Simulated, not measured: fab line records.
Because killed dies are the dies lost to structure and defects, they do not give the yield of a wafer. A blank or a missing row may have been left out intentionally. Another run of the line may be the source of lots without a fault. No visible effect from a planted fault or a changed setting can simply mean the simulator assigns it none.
Matching of chambers	flow sky130	SKY_CONTACT_CVD_00 on pecvd-03 has 3 sister chambers
The step deposits Si3N4, target thk 75 nm. 3 wafers are shown with their chamber, then 7 later ones without.

== EACH WAFER AND ITS CHAMBER ==
wafer	chamber	heater_power_w (W)
L495.4	2	857
L497.2	1	663
L497.3	0	483

== WAFERS WHOSE CHAMBER IS MISSING ==
wafer	heater_power_w (W)
L497.4	481
L499.1	500
L499.3	494
L499.6	518
L510.2	465
L510.4	449
L510.6	781

== WHICH CHAMBER EACH WENT THROUGH ==
wafer	from the rows above	in truth
L497.4	0	0
L499.1	0	0
L499.3	0	0
L499.6	0	0
L510.2	0	0
L510.4	0	0
L510.6	can't be placed: 2 or 1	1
6 of 7 placed correctly. From these rows, 1 cannot be placed; in 1 the true chamber is one of the candidates. Number placed wrongly: 0.
How it was worked out, from the rows above alone: a wafer's distance from a chamber is the root of the sum, over the readings, of the square of ((its reading less the chamber's mean) divided by the reading's scatter). The wafer belongs to the nearest chamber; if the next one is less than 2 further off, it can't be placed. The mean given for a chamber averages the wafers shown for that chamber. The scatter: root of mean squared gap, hidden wafer to nearest shown wafer, with one shown wafer a chamber.
